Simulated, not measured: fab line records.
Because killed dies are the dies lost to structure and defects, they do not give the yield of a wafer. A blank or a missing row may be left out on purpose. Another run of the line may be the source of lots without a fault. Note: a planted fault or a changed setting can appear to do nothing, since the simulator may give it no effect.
A single fault, viewed from 2 desks    flow sky130    each desk has only its own numbers; what lay behind them comes last

## FOR THE TOOL OWNER'S DESK: krf scanner-01
The tool's own readings at SKY_METAL4_EXPOSE_10 (exposes mask MM4, target cd 300 nm): means of the sampled wafers that have a number, for each lot that ran on this tool. Any lot whose mean is over 4 standard deviations away from the usual mean is out of limits and marked OUT; that distance is given in the brackets.
Columns: A = exposure dose mJ cm2 at SKY_METAL4_EXPOSE_10, usual 27.999
lot   first seen here  A
L214  day 41 10:19     28.025
L221  day 43 14:14     28.047
L224  day 44 06:41     27.981
L225  day 44 08:57     28.021
L226  day 44 19:52     27.992
L228  day 45 05:37     25.562 (-87) OUT
L229  day 45 15:22     25.523 (-88) OUT
L230  day 45 17:56     26.051 (-70) OUT
L231  day 46 03:10     26.476 (-54) OUT
This desk finds L228, L229, L230, L231 out of limits, L228 being first, at day 45 05:37 (exposure dose mJ cm2 at SKY_METAL4_EXPOSE_10). L214, L221, L224, L225, L226 stayed within limits.

## FROM THE METROLOGY DESK
Lot by lot, what the gauges showed, no matter which tool ran the lot: averages of those sampled wafers that carry a number. Any lot whose mean is over 4 standard deviations away from the usual mean is out of limits and marked OUT; that distance is given in the brackets.
Columns: A = cd nm at SKY_METAL4_CD_MEAS_13, usual 300.1 nm
lot   first seen here  A
L214  day 41 21:27     299.5
L217  day 43 09:27     298.6
L218  day 43 20:05     301.1
L221  day 44 01:25     299.7
L224  day 44 18:25     300.7
L225  day 44 20:27     300.4
L226  day 45 06:01     300.6
L228  day 45 16:22     315.0 (+11) OUT
L229  day 46 00:40     316.5 (+12) OUT
L230  day 46 03:41     312.5 (+8.8) OUT
L231  day 46 14:07     310.9 (+7.7) OUT
This desk finds L228, L229, L230, L231 out of limits, L228 being first, at day 45 16:22 (cd nm at SKY_METAL4_CD_MEAS_13). L214, L217, L218, L221, L224, L225, L226 stayed within limits.

## PUT TOGETHER
The tool owner's desk had the chance to raise an alarm at day 45 05:37 on L228, L229, L230, L231.
Metrology desk: alarm possible at day 45 16:22 on L228, L229, L230, L231.
All the named lots went through SKY_METAL4_EXPOSE_10 on krf scanner-01.

## WHAT THE SIMULATOR PUT IN
Process parameters drifting: krf scanner-01 at SKY_METAL4_EXPOSE_10, beginning at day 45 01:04. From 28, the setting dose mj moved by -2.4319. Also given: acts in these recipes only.
Lots struck among those shown: L228, L229, L230, L231.
Counting hours from when the fault started, the first reading out of limits came at 5 for the tool owner's desk and at 15 for the metrology desk.
